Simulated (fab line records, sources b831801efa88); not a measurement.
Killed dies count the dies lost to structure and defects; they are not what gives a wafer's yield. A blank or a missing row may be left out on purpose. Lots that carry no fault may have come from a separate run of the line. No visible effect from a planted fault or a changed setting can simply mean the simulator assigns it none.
The tool behind it: which one? ; flow gf180mcu ; 13 lots, 39 wafers sampled, at 4 steps of a route of 602

WHAT THE GAUGES SHOWED, per wafer
GF_SAB_CD_MEAS_09 targets a cd of 420 nm. Usual: cdNm 420.7 nm, standard deviation 2.4.
lot;measured;on;cdNm (nm);flag
L215;day 15 00:11;cdSem-01;421.0 420.9 421.3;
L216;day 15 09:23;cdSem-01;418.7 419.6 418.4;
L217;day 15 17:21;cdSem-02;419.9 418.0 419.0;
L218;day 15 23:08;cdSem-02;419.0 418.6 417.8;
L220;day 16 19:52;cdSem-02;420.7 420.6 420.7;
L221;day 17 06:47;cdSem-02;417.9 418.0 417.7;
L230;day 20 12:17;cdSem-01;418.7 420.1 419.4;
L233;day 21 10:55;cdSem-02;419.8 422.4 422.2;
L234;day 21 23:43;cdSem-01;419.8 419.6 421.4;
L235;day 22 08:32;cdSem-01;415.9 415.5 417.9;
L236;day 22 14:27;cdSem-02;418.4 417.1 416.9;
L237;day 22 19:16;cdSem-01;419.7 420.9 420.6;
L238;day 23 02:10;cdSem-01;420.7 421.2 421.3;

GF_CONTACT_CD_MEAS_14 targets a cd of 220 nm. Usual: cdNm 220.0 nm, standard deviation 1.5.
lot;measured;on;cdNm (nm);flag
L215;day 15 23:13;cdSem-01;218.6 219.0 219.1;
L216;day 16 09:01;cdSem-01;218.7 220.6 218.4;
L217;day 16 18:02;cdSem-01;222.3 220.4 222.4;
L218;day 16 23:02;cdSem-01;220.5 218.9 219.5;
L220;day 17 20:29;cdSem-02;220.7 221.6 221.1;
L221;day 18 08:04;cdSem-02;220.6 220.6 219.9;
L230;day 21 14:17;cdSem-01;195.1 194.4 195.6;OFF
L233;day 22 12:16;cdSem-01;221.2 221.7 223.1;
L234;day 23 00:22;cdSem-02;219.4 219.2 221.0;
L235;day 23 09:53;cdSem-01;221.1 222.0 221.9;
L236;day 23 15:16;cdSem-01;220.7 220.0 219.9;
L237;day 23 20:28;cdSem-02;218.9 219.3 219.2;
L238;day 24 02:49;cdSem-01;220.1 221.0 221.0;

WHICH TOOL RAN EACH LOT (tool, then ch and the chambers of the sampled wafers, then the start)
lot;GF_SALICIDE_RTA_06;GF_CONTACT_EXPOSE_11
L215;rtpAnneal-01 ch 0, day 15 00:56;krfScanner-01 ch 0, day 15 12:37
L216;rtpAnneal-02 ch 0, day 15 10:07;krfScanner-01 ch 0, day 15 22:31
L217;rtpAnneal-01 ch 0, day 15 18:07;krfScanner-02 ch 0, day 16 07:05
L218;rtpAnneal-02 ch 0, day 15 23:53;krfScanner-02 ch 0, day 16 11:41
L220;rtpAnneal-02 ch 0, day 16 20:38;krfScanner-01 ch 0, day 17 09:07
L221;rtpAnneal-01 ch 0, day 17 07:35;krfScanner-02 ch 0, day 17 20:16
L230;rtpAnneal-01 ch 0, day 20 13:02;krfScanner-02 ch 0, day 21 02:13
L233;rtpAnneal-01 ch 0, day 21 11:38;krfScanner-02 ch 0, day 22 00:27
L234;rtpAnneal-02 ch 0, day 22 00:27;krfScanner-02 ch 0, day 22 13:17
L235;rtpAnneal-01 ch 0, day 22 09:16;krfScanner-02 ch 0, day 22 21:53
L236;rtpAnneal-01 ch 0, day 22 15:11;krfScanner-01 ch 0, day 23 04:01
L237;rtpAnneal-02 ch 0, day 22 19:59;krfScanner-02 ch 0, day 23 09:06
L238;rtpAnneal-01 ch 0, day 23 02:54;krfScanner-01 ch 0, day 23 15:31
- GF_SALICIDE_RTA_06: time 30 s.
- GF_CONTACT_EXPOSE_11: exposes mask Contact, target cd 220 nm.

WHAT THE TOOLS THEMSELVES READ (means of the sampled wafers that have a number; where no wafer has one, the mark that the record gives instead)
GF_SALICIDE_RTA_06. Usual: lampPowerPct 5.7 %, standard deviation 0.75; wafer_temp_C_max 532.5, standard deviation 0.96.
lot;tool;lampPowerPct (%);wafer_temp_C_max;flag
L215;rtpAnneal-01;5.2;531.6;
L216;rtpAnneal-02;6.8;533.6;
L217;rtpAnneal-01;5.2;531.9;
L218;rtpAnneal-02;6.8;532.8;
L220;rtpAnneal-02;6.8;533.9;
L221;rtpAnneal-01;5.2;532.1;
L230;rtpAnneal-01;5.2;532.0;
L233;rtpAnneal-01;5.2;531.2;
L234;rtpAnneal-02;6.8;533.5;
L235;rtpAnneal-01;5.2;531.5;
L236;rtpAnneal-01;5.2;531.9;
L237;rtpAnneal-02;6.8;533.9;
L238;rtpAnneal-01;5.2;531.4;

THE ANSWER, worked out from the rows above alone
Rule: lot off if the mean of its wafers having a number is beyond 3 standard deviations from the usual mean. A lot without any number at a reading at which 4 lots or more have one is off too. All remaining lots with rows at the step are treated as sound. The gauges are gone through in route order, then the tools' own readings, and for those a lot's mean is taken as printed above. The first step at which some lot is off is used, and at that step the reading that is off furthest; a lot without a number counts as furthest.
Off, at GF_CONTACT_CD_MEAS_14 on cdNm: L230.
If a tool, at a process step before that reading, ran all the lots that are off and no sound lot after the first of them, it fits. The gauges at GF_CONTACT_CD_MEAS_14 are tried like those tools. None of those tried fits.

WHAT THE SIMULATOR HAD INSERTED
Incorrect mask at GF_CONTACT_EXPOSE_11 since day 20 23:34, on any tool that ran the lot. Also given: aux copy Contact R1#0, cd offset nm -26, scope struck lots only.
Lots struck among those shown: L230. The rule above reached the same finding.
